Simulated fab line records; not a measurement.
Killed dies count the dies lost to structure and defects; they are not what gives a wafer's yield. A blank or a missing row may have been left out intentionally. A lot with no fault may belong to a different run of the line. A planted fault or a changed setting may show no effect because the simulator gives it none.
fab line records	flow sky130
record: lots: 10	wafers: 30	last_day: 50
route steps=708 shown CAP2M@617 VIA4@651 METAL5@663 PAD_OPEN@708
lots with no fault: from the same line, run without faults
start_h: the number of hours between the record's first day and the start of the first shown wafer of the lot	wait_h: how many hours have passed since the lot's step before this one	" the same as in the row above	L1.1+2: a single row standing in for several wafers	- no value present, or no start provided	* or withheld: withheld	< > ~ a bound
route shown NAME@n: names a module that has steps shown in the file, with the first one's number in the route	usual: mean and standard deviation over wafers with no fault	same: alike in all rows	chamber/n: place in a boat	sites: readings site by site	_std_site: standard deviation across them	_edge_site: the outer-site mean with the inner-site mean subtracted	radius_mm: how far each site lies from the wafer's centre	mask NAME#n: copy n	behind: the tool/chamber that last shaped the wafer	hold: why the lot went on hold/how many hours it stayed there/how the hold came to an end	device: which transistor (n, p or np) failed to switch	end of line: tests run on the same wafers once the route is complete	a step without rows: its recipe alone	killed: at the first sort, the dies lost to defects and structure; wafer yield is something else	map: per-die view of a wafer (x killed, . not killed, _ where there is no die)
set.NAME: the setting the step ran with; set.NAME@STEP: the setting that earlier step ran with	model.NAME: the simulator's own value behind a step, which no gauge read
the route's steps for a sample of lots (tables are steps, rows are wafers)
services: from which hour (start_h, from the record's first day; less than 0 if before it) a tool's chamber was out of use, for how many hours, and why
== steps ==
step: SKY_CAP2M_STRIP_14
recipe: chemistry: O2/N2	power_w: 1400	pressure_mtorr: 1500	platen_temp_c: withheld	o2_flow_sccm: 3000	n2_flow_sccm: 300	overash_fraction: 0.5
usual: chamber_pressure_mTorr: 1500.2/1.3	drypump_motor_current_A: 5.9/0.55	oes_product_au: 0.710/0.0049	strip_time_to_endpoint_s: 12.65/0.048
lot.wafer	tool	chamber	start_h	wait_h	chamber_pressure_mTorr	drypump_motor_current_A	oes_product_au	rf_hours_counter_h	strip_time_to_endpoint_s
L681.2	plasma_asher-03	1	962.43	0.1	1500.5	6.7	0.702	86	12.57
L681.3	"	1	"	"	1502.4	6.7	0.723	-	12.57
L681.4	"	0	"	"	1502.6	5.9	0.712	-	12.57
L682.2	plasma_asher-02	0	970.44	0.1	1500.7	5.7	0.708	23	12.71
L682.4	"	1	"	"	1500.5	5.4	0.711	-	12.68
L682.5	"	1	"	"	1500.9	5.4	0.707	-	12.73
L683.1	plasma_asher-01	1	983.30	0.1	1500.7	5.3	0.708	53	12.69
L683.2	"	0	"	"	1499.6	5.2	0.701	53	12.68
L683.4	"	0	"	"	1499.9	5.2	0.715	-	12.74
L687.2	plasma_asher-03	1	1007.79	0.1	1500.7	6.7	0.718	90	12.68
L687.4	"	1	"	"	1500.7	6.7	0.707	-	12.62
L687.6	"	0	"	"	1500.7	5.9	0.708	-	12.64
L691.1	plasma_asher-02	1	1029.00	0.1	1502.6	5.4	0.714	29	12.56
L691.3	"	0	"	"	1500.6	5.7	0.708	-	12.60
L691.6	"	0	"	"	1500.6	5.7	0.718	-	12.55
L694.3	plasma_asher-02	1	1053.31	0.1	1501.0	5.4	0.701	-	12.64
L694.5	"	0	"	"	1501.6	5.7	0.710	-	12.59
L694.6	"	1	"	"	1500.2	5.4	0.711	-	12.66
L697.1	plasma_asher-02	0	1067.06	0.1	1500.6	5.7	0.710	33	12.72
L697.3	"	0	"	"	1501.7	5.7	0.701	-	12.63
L697.6	"	1	"	"	1500.0	5.4	0.710	-	12.65
L699.1	plasma_asher-03	1	1082.58	0.1	1500.4	6.7	0.710	95	12.66
L699.4	"	0	"	"	1501.6	5.9	0.713	-	12.64
L699.6	"	0	"	"	1501.4	5.9	0.705	-	12.68
L700.2	plasma_asher-01	1	1084.12	0.1	1500.5	5.3	0.709	64	12.67
L700.4	"	1	"	"	1499.5	5.3	0.708	-	12.72
L700.5	"	1	"	"	1500.4	5.3	0.713	-	12.72
L704.1	plasma_asher-03	1	1101.39	0.1	1499.8	6.7	0.709	97	12.66
L704.4	"	1	"	"	1502.0	6.7	0.719	-	12.67
L704.6	"	1	"	"	1499.6	6.7	0.718	-	12.67
step: SKY_VIA4_ETCH_12
recipe: target: SiO2	chemistry: C4F8/O2/Ar	stop_on: TiN	mask_material: NOVOLAK	source_w: 1500	bias_w: 1200	pressure_mtorr: 40	c4f8_flow_sccm: withheld	O2_flow_sccm: 6	Ar_flow_sccm: 300	time_s: withheld	target_depth_a: 5800
usual: bias_w: 1200/3.6	chamber_pressure_mTorr: 40.01/0.037	oes_product_au: 0.925/0.0047
lot.wafer	tool	chamber	start_h	wait_h	bias_w	chamber_pressure_mTorr	oes_product_au
L681.2	rie_diel-01	0	1012.09	0.0	1201	39.99	0.915
L681.3	"	3	"	"	1196	39.96	0.930
L681.4	"	2	"	"	1200	40.06	0.925
L682.2	rie_diel-01	3	1019.09	0.0	1202	40.04	0.920
L682.4	"	1	"	"	1195	39.93	0.922
L682.5	"	2	"	"	1205	40.01	0.923
L683.1	rie_diel-01	0	1032.37	0.0	1197	39.95	0.930
L683.2	"	1	"	"	1197	39.99	0.926
L683.4	"	2	"	"	1198	40.00	0.925
L687.2	rie_diel-01	3	1055.22	0.0	1197	40.05	0.914
L687.4	"	1	"	"	1207	40.01	0.931
L687.6	"	0	"	"	1201	40.00	0.920
L691.1	rie_diel-02	3	1074.84	0.0	1202	39.97	0.923
L691.3	"	0	"	"	1202	39.97	0.929
L691.6	"	1	"	"	1204	40.05	0.927
L694.3	rie_diel-04	2	1097.27	0.0	1194	40.03	0.918
L694.5	"	3	"	"	1205	39.95	0.920
L694.6	"	0	"	"	1202	40.01	0.929
L697.1	rie_diel-01	0	1110.42	0.0	1206	39.98	0.924
L697.3	"	2	"	"	1200	40.01	0.919
L697.6	"	0	"	"	1201	39.99	0.921
L699.1	rie_diel-02	1	1125.47	0.0	1204	39.99	0.932
L699.4	"	2	"	"	1202	40.02	0.920
L699.6	"	0	"	"	1201	40.01	0.924
L700.2	rie_diel-01	2	1126.24	0.0	1198	39.95	0.926
L700.4	"	3	"	"	1204	40.05	0.927
L700.5	"	2	"	"	1205	39.95	0.930
L704.1	rie_diel-01	1	1143.10	0.0	1200	39.99	0.931
L704.4	"	3	"	"	1202	39.95	0.927
L704.6	"	3	"	"	1196	40.01	0.930
step: SKY_VIA4_RS_MEAS_19
recipe: thk_meas_gauge: four-point-probe	reads: W_of_VIA4_CVD_18+TiN_of_VIA4_SPUTTER_17
usual: VIA4_W_RS: 0.2267/0.0024
lot.wafer	tool	chamber	start_h	wait_h	VIA4_W_RS[ohm/sq]
L681.2	film_metro-01	-	1012.99	0.1	0.2262
L681.3	"	-	"	"	0.2242
L681.4	"	-	"	"	0.2240
L682.2	film_metro-04	-	1019.99	0.1	0.2274
L682.4	"	-	"	"	0.2261
L682.5	"	-	"	"	0.2274
L683.1	film_metro-03	-	1033.26	0.1	0.2257
L683.2	"	-	"	"	0.2232
L683.4	"	-	"	"	0.2286
L687.2	film_metro-04	-	1056.30	0.2	0.2281
L687.4	"	-	"	"	0.2298
L687.6	"	-	"	"	0.2292
L691.1	film_metro-04	-	1075.76	0.1	0.2239
L691.3	"	-	"	"	0.2259
L691.6	"	-	"	"	0.2288
L694.3	film_metro-04	-	1098.19	0.1	0.2224
L694.5	"	-	"	"	0.2251
L694.6	"	-	"	"	0.2226
L697.1	film_metro-04	-	1111.30	0.1	0.2234
L697.3	"	-	"	"	0.2278
L697.6	"	-	"	"	0.2285
L699.1	film_metro-03	-	1126.41	0.1	0.2267
L699.4	"	-	"	"	0.2252
L699.6	"	-	"	"	0.2262
L700.2	film_metro-04	-	1127.14	0.1	0.2303
L700.4	"	-	"	"	0.2294
L700.5	"	-	"	"	0.2307
L704.1	film_metro-01	-	1143.98	0.1	0.2298
L704.4	"	-	"	"	0.2239
L704.6	"	-	"	"	0.2229
step: SKY_METAL5_SPUTTER_02
recipe: material: AlCu	target_thk_nm: 1150	power_w: 10600	time_s: 61.2	chamber_pressure_pa: 0.4
usual: cathode_dc_power_W: 10600/1.8	throttle_valve_pct: 29.8/1.2
lot.wafer	tool	chamber	start_h	wait_h	cathode_dc_power_W	throttle_valve_pct
L681.2	pvd_sputter-04	-	1013.50	0.0	10601	29.3
L681.3	"	-	"	"	10601	29.5
L681.4	"	-	"	"	10603	29.0
L682.2	pvd_sputter-04	-	1020.50	0.0	10602	29.2
L682.4	"	-	"	"	10598	29.3
L682.5	"	-	"	"	10601	29.5
L683.1	pvd_sputter-01	-	1033.80	0.0	10602	31.4
L683.2	"	-	"	"	10599	27.6
L683.4	"	-	"	"	10599	31.5
L687.2	pvd_sputter-01	-	1056.81	0.0	11167	30.2
L687.4	"	-	"	"	11168	31.5
L687.6	"	-	"	"	11167	30.0
L691.1	pvd_sputter-01	-	1076.31	0.0	11168	31.4
L691.3	"	-	"	"	11168	31.7
L691.6	"	-	"	"	11166	31.4
L694.3	pvd_sputter-04	-	1098.68	0.0	10600	29.4
L694.5	"	-	"	"	10596	29.9
L694.6	"	-	"	"	10597	29.7
L697.1	pvd_sputter-02	-	1111.83	0.0	10599	30.3
L697.3	"	-	"	"	10598	29.3
L697.6	"	-	"	"	10600	29.5
L699.1	pvd_sputter-02	-	1127.05	0.0	10598	31.1
L699.4	"	-	"	"	10599	29.4
L699.6	"	-	"	"	10598	30.3
L700.2	pvd_sputter-02	-	1127.65	0.0	10598	30.9
L700.4	"	-	"	"	10601	28.9
L700.5	"	-	"	"	10604	31.1
L704.1	pvd_sputter-02	-	1144.51	0.0	10601	31.3
L704.4	"	-	"	"	10601	28.8
L704.6	"	-	"	"	10603	30.4
step: SKY_METAL5_RS_MEAS_05
recipe: thk_meas_gauge: four-point-probe	reads: TiN_of_METAL5_SPUTTER_04+Ti_of_METAL5_SPUTTER_03+AlCu_of_METAL5_SPUTTER_02+TiN_of_METAL5_SPUTTER_01+Ti_of_METAL5_SPUTTER_00
usual: METAL5_ALCU_RS: 0.0269/0.00043
lot.wafer	tool	chamber	start_h	wait_h	METAL5_ALCU_RS[ohm/sq]
L681.2	film_metro-04	-	1013.64	0.0	0.0272
L681.3	"	-	"	"	0.0273
L681.4	"	-	"	"	0.0274
L682.2	film_metro-04	-	1020.64	0.0	0.0272
L682.4	"	-	"	"	0.0271
L682.5	"	-	"	"	0.0273
L683.1	film_metro-02	-	1033.92	0.0	0.0266
L683.2	"	-	"	"	0.0267
L683.4	"	-	"	"	0.0272
L687.2	film_metro-02	-	1056.95	0.0	0.0254
L687.4	"	-	"	"	0.0258
L687.6	"	-	"	"	0.0253
L691.1	film_metro-02	-	1076.43	0.0	0.0264
L691.3	"	-	"	"	0.0253
L691.6	"	-	"	"	0.0262
L694.3	film_metro-04	-	1098.83	0.1	0.0270
L694.5	"	-	"	"	0.0265
L694.6	"	-	"	"	0.0269
L697.1	film_metro-02	-	1111.94	0.0	0.0273
L697.3	"	-	"	"	0.0272
L697.6	"	-	"	"	0.0273
L699.1	film_metro-03	-	1127.19	0.0	0.0268
L699.4	"	-	"	"	0.0270
L699.6	"	-	"	"	0.0267
L700.2	film_metro-04	-	1127.79	0.0	0.0268
L700.4	"	-	"	"	0.0266
L700.5	"	-	"	"	0.0270
L704.1	film_metro-03	-	1144.63	0.0	0.0264
L704.4	"	-	"	"	0.0260
L704.6	"	-	"	"	0.0266
step: SKY_METAL5_THK_MEAS_06
recipe: thk_meas_gauge: xrf	reads: AlCu_of_METAL5_SPUTTER_02
usual: METAL5_ALCU_THK: 1138/18
lot.wafer	tool	chamber	start_h	wait_h	METAL5_ALCU_THK[nm]
L681.2	film_metro-04	-	1013.75	0.1	1125
L681.3	"	-	"	"	1128
L681.4	"	-	"	"	1117
L682.2	film_metro-04	-	1020.75	0.1	1128
L682.4	"	-	"	"	1136
L682.5	"	-	"	"	1130
L683.1	film_metro-02	-	1034.04	0.1	1156
L683.2	"	-	"	"	1149
L683.4	"	-	"	"	1127
L687.2	film_metro-02	-	1057.06	0.1	1207
L687.4	"	-	"	"	1198
L687.6	"	-	"	"	1210
L691.1	film_metro-02	-	1076.55	0.1	1168
L691.3	"	-	"	"	1210
L691.6	"	-	"	"	1171
L694.3	film_metro-04	-	1098.93	0.1	1140
L694.5	"	-	"	"	1163
L694.6	"	-	"	"	1142
L697.1	film_metro-02	-	1112.06	0.1	1121
L697.3	"	-	"	"	1114
L697.6	"	-	"	"	1117
L699.1	film_metro-03	-	1127.31	0.1	1144
L699.4	"	-	"	"	1134
L699.6	"	-	"	"	1140
L700.2	film_metro-04	-	1127.90	0.1	1149
L700.4	"	-	"	"	1155
L700.5	"	-	"	"	1135
L704.1	film_metro-03	-	1144.75	0.1	1157
L704.4	"	-	"	"	1169
L704.6	"	-	"	"	1148
step: SKY_PAD_OPEN_PROBE_99
usual: defect_limited_yield: 82.2/2	killed_at_M0_to_M3: 45/7.2	killed_at_M4_up: 3.0/1.8	killed_at_contacts: 25/6.1	killed_at_front_end: 14/4.4	killed_at_other: 0.2/0.44	killed_dies: 88/10	killed_open: 48/7.4	killed_short: 40/6.3	sort_bin_3_pad_short: 0.9/0.41	sort_bin_5_function: 10.6/1.5	sort_bin_6_memory: 6.4/1.2	sort_n_pass: 404/10	sort_yield_pct: 82.2/2
same: gross_dies: 492	killed_at_back_side: 0	sort_bin_4_leakage[%]: 0	sort_bin_8_speed[%]: 0
lot.wafer	tool	chamber	start_h	wait_h	defect_limited_yield[%]	killed_at_M0_to_M3	killed_at_M4_up	killed_at_contacts	killed_at_front_end	killed_at_other	killed_dies	killed_open	killed_short	sort_bin_3_pad_short[%]	sort_bin_5_function[%]	sort_bin_6_memory[%]	sort_n_pass	sort_yield_pct[%]
L681.2	prober-02	-	1083.19	0.1	80.3	36	3	35	23	0	97	47	50	1.0	10.2	8.5	395	80.3
L681.3	prober-02	-	1083.24	0.2	83.7	33	3	28	16	0	80	43	37	0.8	8.7	6.7	412	83.7
L681.4	prober-02	-	1083.29	0.2	79.7	58	3	19	19	1	100	56	44	1.4	11.8	7.1	392	79.7
L687.2	prober-01	-	1123.30	0.1	80.3	53	5	26	13	0	97	50	47	0.8	13.6	5.3	395	80.3
L687.4	prober-01	-	1123.40	0.2	81.9	43	4	31	11	0	89	47	42	0.8	10.8	6.5	403	81.9
L687.6	prober-01	-	1123.50	0.2	82.5	46	2	32	6	0	86	50	36	0.4	10.4	6.7	406	82.5
L691.1	prober-02	-	1140.58	0.1	77.8	47	4	30	27	1	109	59	50	0.8	12.6	8.7	383	77.8
L691.3	prober-02	-	1140.68	0.2	83.5	42	4	25	10	0	81	38	43	0.6	11.2	4.7	411	83.5
L691.6	prober-02	-	1140.83	0.2	77.6	59	3	29	19	0	110	63	47	1.2	12.0	9.1	382	77.6
L694.3	prober-01	-	1160.33	0.2	83.5	40	2	18	21	0	81	40	41	1.0	11.4	4.1	411	83.5
L694.5	prober-01	-	1160.43	0.2	80.9	46	3	32	13	0	94	50	44	0.4	11.4	7.3	398	80.9
L694.6	prober-01	-	1160.48	0.2	83.9	43	3	24	8	1	79	44	35	0.4	9.6	6.1	413	83.9
L697.1	prober-01	-	1171.65	0.1	84.8	39	2	20	14	0	75	44	31	0.2	9.1	5.9	417	84.8
L697.3	prober-01	-	1171.75	0.2	79.3	61	5	20	16	0	102	61	41	0.8	12.0	7.9	390	79.3
L697.6	prober-01	-	1171.90	0.2	83.5	46	3	20	12	0	81	42	39	0.6	10.6	5.3	411	83.5
L700.2	prober-02	-	1186.23	0.1	82.7	45	2	19	19	0	85	46	39	0.8	11.0	5.5	407	82.7
L700.4	prober-02	-	1186.33	0.2	87.0	39	3	15	7	0	64	41	23	0.8	6.5	5.7	428	87.0
L700.5	prober-02	-	1186.38	0.2	85.6	42	2	18	9	0	71	37	34	0.8	7.5	6.1	421	85.6
killed by level:class
L681.2 LI_CONTACT:geometric_particle:open=9 CONTACT:geometric_particle:open=9 VIA1:geometric_particle:open=8 FIELD_ISO:geometric_particle:short=7 LOCAL_INTERCONNECT:geometric_particle:short=7 VIA3:geometric_particle:open=6 CONTACT:geometric_particle:short=6 METAL2:geometric_particle:short=6
L681.3 VIA1:geometric_particle:open=10 METAL1:geometric_particle:short=9 CONTACT:geometric_particle:short=8 CONTACT:geometric_particle:open=7 POLY_GATE:geometric_particle:open=6 LI_CONTACT:geometric_particle:open=5 LOCAL_INTERCONNECT:geometric_particle:short=4 FIELD_ISO:geometric_particle:open=3
L681.4 VIA1:geometric_particle:open=14 CONTACT:geometric_particle:open=12 VIA3:geometric_particle:open=8 VIA1:geometric_particle:short=7 VIA3:geometric_particle:short=6 FIELD_ISO:geometric_particle:short=4 FIELD_ISO:geometric_particle:open=4 METAL2:geometric_particle:open=4
L687.2 CONTACT:geometric_particle:open=10 VIA1:geometric_particle:open=9 VIA3:geometric_particle:open=9 VIA1:geometric_particle:short=7 METAL2:geometric_particle:short=7 VIA2:geometric_particle:open=6 CONTACT:geometric_particle:short=6 VIA2:geometric_particle:short=5
L687.4 VIA1:geometric_particle:open=12 LI_CONTACT:geometric_particle:open=9 CONTACT:geometric_particle:open=8 CONTACT:geometric_particle:short=8 VIA2:geometric_particle:open=7 LI_CONTACT:geometric_particle:short=6 METAL2:geometric_particle:short=5 VIA3:geometric_particle:open=5
L687.6 LI_CONTACT:geometric_particle:open=13 CONTACT:geometric_particle:open=10 VIA1:geometric_particle:open=8 VIA2:geometric_particle:open=7 LOCAL_INTERCONNECT:geometric_particle:short=6 METAL1:geometric_particle:short=5 VIA1:geometric_particle:short=5 VIA3:geometric_particle:open=5
L691.1 CONTACT:geometric_particle:open=15 VIA1:geometric_particle:open=13 POLY_GATE:geometric_particle:short=8 VIA1:geometric_particle:short=8 POLY_GATE:geometric_particle:open=6 LI_CONTACT:geometric_particle:open=6 FIELD_ISO:geometric_particle:short=5 CONTACT:geometric_particle:short=5
L691.3 CONTACT:geometric_particle:open=9 VIA1:geometric_particle:open=9 VIA3:geometric_particle:open=8 CONTACT:geometric_particle:short=7 LI_CONTACT:geometric_particle:short=7 METAL2:geometric_particle:short=7 VIA1:geometric_particle:short=4 VIA2:geometric_particle:open=4
L691.6 VIA3:geometric_particle:open=15 VIA1:geometric_particle:open=11 CONTACT:geometric_particle:short=9 LI_CONTACT:geometric_particle:open=8 CONTACT:geometric_particle:open=8 VIA2:geometric_particle:open=7 FIELD_ISO:geometric_particle:open=6 POLY_GATE:geometric_particle:short=5
L694.3 METAL1:geometric_particle:short=11 VIA1:geometric_particle:open=10 FIELD_ISO:geometric_particle:open=9 CONTACT:geometric_particle:open=7 VIA3:geometric_particle:open=7 FIELD_ISO:geometric_particle:short=5 CONTACT:geometric_particle:short=5 LI_CONTACT:geometric_particle:short=4
L694.5 CONTACT:geometric_particle:open=13 VIA1:geometric_particle:open=10 VIA3:geometric_particle:open=8 LI_CONTACT:geometric_particle:open=6 CONTACT:geometric_particle:short=6 VIA2:geometric_particle:open=6 LOCAL_INTERCONNECT:geometric_particle:short=5 METAL2:geometric_particle:short=5
L694.6 VIA2:geometric_particle:open=10 VIA1:geometric_particle:open=9 CONTACT:geometric_particle:open=8 LI_CONTACT:geometric_particle:open=5 LOCAL_INTERCONNECT:geometric_particle:short=5 VIA1:geometric_particle:short=5 VIA3:geometric_particle:open=5 FIELD_ISO:geometric_particle:open=4
L697.1 CONTACT:geometric_particle:open=8 VIA1:geometric_particle:open=7 VIA3:geometric_particle:open=7 FIELD_ISO:geometric_particle:open=5 LI_CONTACT:geometric_particle:open=5 METAL2:geometric_particle:short=5 VIA2:geometric_particle:open=5 POLY_GATE:geometric_particle:open=4
L697.3 VIA1:geometric_particle:open=16 VIA3:geometric_particle:open=11 METAL2:geometric_particle:short=9 LI_CONTACT:geometric_particle:open=7 METAL1:geometric_particle:short=6 FIELD_ISO:geometric_particle:open=5 CONTACT:geometric_particle:open=5 VIA2:geometric_particle:open=5
L697.6 VIA1:geometric_particle:open=11 CONTACT:geometric_particle:open=10 VIA1:geometric_particle:short=8 VIA2:geometric_particle:open=6 FIELD_ISO:geometric_particle:short=5 VIA3:geometric_particle:open=5 LOCAL_INTERCONNECT:geometric_particle:short=5 METAL2:geometric_particle:short=5
L700.2 VIA1:geometric_particle:open=14 CONTACT:geometric_particle:open=8 VIA2:geometric_particle:open=6 FIELD_ISO:geometric_particle:short=6 POLY_GATE:geometric_particle:short=6 LOCAL_INTERCONNECT:geometric_particle:short=6 VIA1:geometric_particle:short=6 FIELD_ISO:geometric_particle:open=4
L700.4 VIA1:geometric_particle:open=9 VIA2:geometric_particle:open=8 LI_CONTACT:geometric_particle:open=6 VIA3:geometric_particle:open=5 METAL1:geometric_particle:short=4 CONTACT:geometric_particle:open=4 VIA2:geometric_particle:short=4 FIELD_ISO:geometric_particle:short=3
L700.5 VIA1:geometric_particle:open=9 VIA3:geometric_particle:short=6 CONTACT:geometric_particle:open=6 METAL1:geometric_particle:short=6 VIA3:geometric_particle:open=6 CONTACT:geometric_particle:short=5 VIA1:geometric_particle:short=4 LOCAL_INTERCONNECT:geometric_particle:short=3
== services ==
tool	chamber	start_h	hours	kind
rie_diel-02	2	942.38	8.4	repair
rie_diel-01	3	945.28	13.7	repair
plasma_asher-01	-	961.05	5.9	repair
rie_diel-01	0	962.08	4.7	repair
plasma_asher-01	-	975.02	0.5	repair
rie_diel-04	3	980.33	1.7	repair
plasma_asher-02	-	996.57	1.5	repair
pvd_sputter-02	3	1010.31	-	consumable_replace:kit
pvd_sputter-02	3	1010.31	18.0	scheduled_down
pvd_sputter-02	3	1010.31	18.0	vent_cycle
plasma_asher-03	-	1012.27	28.1	pm
plasma_asher-01	-	1064.93	1.2	repair
rie_diel-01	1	1073.39	-	clean
rie_diel-01	1	1073.39	15.2	scheduled_down
rie_diel-01	1	1073.39	15.2	vent_cycle
pvd_sputter-01	-	1090.68	8.8	repair
rie_diel-04	-	1090.76	1.4	repair
pvd_sputter-01	-	1090.89	1.3	repair
rie_diel-04	0	1093.95	2.5	repair
pvd_sputter-02	2	1103.00	-	consumable_replace:kit
plasma_asher-01	-	1109.68	4.9	repair
plasma_asher-02	-	1126.02	14.6	pm
pvd_sputter-02	-	1134.28	6.2	repair
plasma_asher-02	-	1140.62	15.6	pm
== key ==
first_sign: step: SKY_METAL5_SPUTTER_02	reading: cathode_dc_power_W	direction: up	sigmas: 99+	usual: 10600	struck: 11167
effect: step: SKY_METAL5_RS_MEAS_05	reading: METAL5_ALCU_RS	direction: down	sigmas: 2.8	usual: 0.0269	struck: 0.0257
effect: step: SKY_METAL5_THK_MEAS_06	reading: METAL5_ALCU_THK	direction: up	sigmas: 3.1	usual: 1138	struck: 1194
met_at SKY_METAL5_SPUTTER_02
struck_lots L687,L691
not_acting_at SKY_CAP2M_STRIP_14,SKY_VIA4_ETCH_12,SKY_VIA4_RS_MEAS_19
onset_between 1033.80 1056.81
fault: kind: process_parameter_drift	tool: pvd_sputter-01	chamber: -	onset_h: 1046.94	steps: SKY_METAL5_SPUTTER_02	channel: power_w	offset: *	shape: step	end_h: 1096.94	acts_in: *	stated: *
